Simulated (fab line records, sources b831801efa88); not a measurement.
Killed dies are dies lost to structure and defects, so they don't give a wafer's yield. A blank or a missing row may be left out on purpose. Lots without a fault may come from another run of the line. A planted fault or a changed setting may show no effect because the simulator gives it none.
fab line records | flow sky130
record lots=14 wafers=42 last_day=50
route steps=708 shown LI_CONTACT@371
lots that met no fault: from a run of the same line without faults
start_h: hours from the record's first day to the start of the lot's first wafer shown | wait_h: hours since the lot's step before | " the same as in the row above | L1.1+2: a row that stands for several wafers | - no value, or no start given | * or withheld: withheld | < > ~ a bound
route shown NAME@n: a module of which the file shows steps, and the number in the route of the first | usual: mean/standard deviation of fault-free wafers | same: alike in all rows | chamber/n: place in a boat | sites: the reading at each site | _std_site: their standard deviation | _edge_site: outer sites' mean less inner sites' | radius_mm: how far each site lies from the wafer's centre | mask NAME#n: copy n | behind: the tool/chamber that last shaped the wafer | hold: why the lot was held/for how many hours/how that ended | device: the transistor (n, p or np) that didn't switch | end of line: the same wafers' tests at the end of the route | a step without rows: its recipe alone | killed: dies lost to structure and defects at the first sort, not the wafer's yield | map: a wafer's dies, x killed, . not, _ none there
set.NAME: the setting as run; set.NAME@STEP: as run at that earlier step | model.NAME: the simulator's own value behind a step, which no gauge read
steps of the route over a sample of lots; a table a step, a row a wafer
services: from which hour (start_h, from the record's first day; less than 0 if before it) a tool's chamber was out of use, for how many hours, and why
## steps
# step SKY_LI_CONTACT_EXPOSE_09
# recipe mask_id=LICM1 na=0.8 source_shape=annular sigma_inner=0.55 sigma_outer=0.85 target_cd_nm=170 dose_mj=38
# usual exposure_dose_mJ_cm2=37.94/0.044 focus_offset_nm=0.1/0.57
# columns lot.wafer tool chamber start_h wait_h mask exposure_dose_mJ_cm2 focus_offset_nm
L618.1 krf_scanner-02 0 681.50 - LICM1#0 37.95 0.3
L618.2 " 0 " " LICM1#0 37.96 0.3
L618.4 " 0 " " LICM1#0 37.93 -0.2
L620.3 krf_scanner-02 0 695.59 - LICM1#0 38.01 -0.7
L620.4 " 0 " " LICM1#0 37.91 -0.8
L620.5 " 0 " " LICM1#0 37.91 -0.6
L619.1 krf_scanner-01 0 698.20 - LICM1#0 37.94 -0.1
L619.2 " 0 " " LICM1#0 37.87 -0.2
L619.5 " 0 " " LICM1#0 37.90 0.4
L621.2 krf_scanner-02 0 706.62 - LICM1#0 37.96 -0.6
L621.3 " 0 " " LICM1#0 37.96 0.2
L621.5 " 0 " " LICM1#0 37.94 0.1
L622.2 krf_scanner-01 0 714.74 - LICM1#0 37.98 -0.3
L622.5 " 0 " " LICM1#0 37.92 0.0
L622.6 " 0 " " LICM1#0 37.93 0.2
L624.3 krf_scanner-01 0 719.29 - LICM1#0 37.89 -0.7
L624.4 " 0 " " LICM1#0 37.89 -0.8
L624.6 " 0 " " LICM1#0 37.89 -0.8
L625.4 krf_scanner-01 0 732.65 - LICM1#0 37.93 0.4
L625.5 " 0 " " LICM1#0 37.94 0.0
L625.6 " 0 " " LICM1#0 37.91 0.1
L626.2 krf_scanner-01 0 744.92 - LICM1#0 37.90 0.4
L626.3 " 0 " " LICM1#0 37.91 0.5
L626.6 " 0 " " LICM1#0 37.89 0.5
L633.1 krf_scanner-01 - 790.90 - LICM1#0 - -
L633.3 " - " " LICM1#0 - -
L633.5 " - " " LICM1#0 - -
L632.2 krf_scanner-02 - 795.99 - LICM1#0 - -
L632.5 " - " " LICM1#0 - -
L632.6 " - " " LICM1#0 - -
L635.3 krf_scanner-02 0 810.46 - LICM1#0 37.99 -0.5
L635.4 " 0 " " LICM1#0 37.93 -0.2
L635.5 " 0 " " LICM1#0 37.94 0.1
L638.1 krf_scanner-01 0 826.88 - LICM1#0 37.94 0.5
L638.4 " 0 " " LICM1#0 37.92 0.4
L638.6 " 0 " " LICM1#0 37.91 0.4
L637.1 krf_scanner-02 0 827.92 - LICM1#0 38.00 1.0
L637.2 " 0 " " LICM1#0 37.98 0.6
L637.5 " 0 " " LICM1#0 37.98 0.5
L639.2 krf_scanner-02 0 836.45 - LICM1#0 38.00 0.1
L639.4 " 0 " " LICM1#0 38.04 0.0
L639.5 " 0 " " LICM1#0 38.02 0.1
## services
# columns tool chamber start_h hours kind
krf_scanner-01 - 674.17 1.0 pm
krf_scanner-01 - 687.00 0.8 pm
krf_scanner-01 - 689.57 2.7 repair
krf_scanner-01 - 693.71 4.0 pm
krf_scanner-02 - 697.73 0.8 pm
krf_scanner-01 - 700.55 0.9 repair
krf_scanner-01 - 703.24 1.7 repair
krf_scanner-01 0 715.10 - calibration
krf_scanner-02 - 726.77 6.3 repair
krf_scanner-02 - 739.14 1.3 pm
krf_scanner-02 - 740.44 1.0 pm
krf_scanner-01 - 742.81 1.3 repair
krf_scanner-01 - 765.81 2.8 repair
krf_scanner-01 - 780.07 1.3 pm
krf_scanner-02 - 789.99 3.6 pm
krf_scanner-01 - 799.17 3.6 pm
krf_scanner-01 - 814.29 3.0 pm
krf_scanner-02 0 815.24 - calibration
krf_scanner-02 - 820.86 0.3 repair
## key
first_sign step=SKY_LI_CONTACT_EXPOSE_09 reading=tool_record direction=missing
effect none on later readings
met_at SKY_LI_CONTACT_EXPOSE_09
struck_lots L632,L633
later_rows_left_out L632.2,L632.5,L632.6,L633.1,L633.3,L633.5
sort_left_out L632.2,L632.5,L632.6,L633.1,L633.3,L633.5
tester_left_out L632,L633
onset_between 744.92 790.90
fault kind=skipped_step_whole tool=krf_scanner-01,krf_scanner-02 chamber=- onset_h=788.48 steps=SKY_LI_CONTACT_EXPOSE_09 scope=struck_lots_only
# tester_left_out: of these lots the tester's yield and bins aren't shown, on N5 and GAA mostly nor the transistor test; their killed dies are dies lost to structure and defects alone, not to doping, threshold or leakage, so they don't give the yield
# sort_left_out: the simulated sort isn't trusted on such a fault, so these wafers' sort isn't shown, and their yield isn't known
# later_rows_left_out: the simulator's readings of these wafers behind a module that went badly wrong aren't trusted and aren't shown, but for the sort
